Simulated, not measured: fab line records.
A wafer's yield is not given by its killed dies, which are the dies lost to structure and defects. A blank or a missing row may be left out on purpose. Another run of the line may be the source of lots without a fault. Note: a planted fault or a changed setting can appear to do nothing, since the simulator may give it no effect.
Chamber matching ; flow gf180mcu ; rie-diel-04 running GF_V1_ETCH_16: 4 sister chambers
The step etches BARC in N2/H2. 20 wafers are shown with their chamber, then 10 later ones without.

WAFERS PAIRED WITH THEIR CHAMBERS
wafer;chamber;drypump-motor-current-A (A);throttle-valve-pct (%);oes-product-au (a.u.)
L075.1;1;6.2;13.232;0.856
L075.2;3;6.2;13.220;0.864
L075.5;0;5.9;13.220;0.858
L078.1;0;6.0;13.233;0.851
L078.3;3;6.2;13.225;0.860
L078.6;1;6.3;13.218;0.855
L081.2;3;6.2;13.222;0.851
L081.4;1;6.3;13.229;0.853
L081.5;1;6.3;13.220;0.852
L083.2;1;6.3;13.221;0.861
L083.3;0;6.0;13.222;0.857
L083.6;2;6.0;13.222;0.853
L085.3;2;6.0;13.221;0.858
L085.5;3;6.2;13.227;0.852
L085.6;2;6.0;13.221;0.857
L091.3;3;6.2;13.225;0.855
L091.5;1;6.3;13.245;0.858
L091.6;2;6.0;13.228;0.854
L092.1;1;6.3;13.217;0.851
L092.2;2;6.0;13.222;0.856

SIGNATURES (averages over the wafers above)
reading;chamber 0;chamber 1;chamber 2;chamber 3;scatter within a chamber
drypump-motor-current-A;5.967;6.286;6.000;6.200;0.0309
throttle-valve-pct;13.22500;13.22600;13.22280;13.22380;0.00696
oes-product-au;0.85533;0.85514;0.85560;0.85640;0.00389
Rule: for each reading, subtract the chamber's mean from the wafer's reading, divide by that reading's scatter and square the result; add these up over the readings and take the root, which gives the wafer's distance from the chamber. If the next closest chamber is less than 2 further off than the closest, the wafer can't be placed; otherwise it belongs to the closest. How the scatter is found: for the shown wafers, subtract from each reading the mean of its chamber, square and add these, divide the total by (wafers less chambers), then take the root.

WAFERS MISSING THEIR CHAMBER
wafer;drypump-motor-current-A (A);throttle-valve-pct (%);oes-product-au (a.u.)
L092.6;6.0;13.233;0.849
L094.3;6.2;13.228;0.856
L094.4;6.2;13.222;0.857
L094.6;6.0;13.212;0.852
L095.2;6.2;13.226;0.851
L095.3;6.1;13.211;0.854
L095.6;6.0;13.235;0.854
L097.1;6.2;13.235;0.848
L097.4;6.0;13.214;0.858
L097.6;6.0;13.219;0.848

EACH ONE'S CHAMBER
wafer;from the rows above;in truth
L092.6;can't be placed: 2 or 0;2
L094.3;3;3
L094.4;3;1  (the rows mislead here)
L094.6;can't be placed: 2 or 0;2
L095.2;can't be placed: 3 or 1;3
L095.3;can't be placed: 2 or 3 or 0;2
L095.6;can't be placed: 2 or 0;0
L097.1;can't be placed: 3 or 1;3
L097.4;can't be placed: 2 or 0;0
L097.6;can't be placed: 2 or 0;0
Placed correctly: 1 of 10. Can't be placed from these rows: 8 (the true chamber is among the candidates in 8). Wrongly placed: 1.
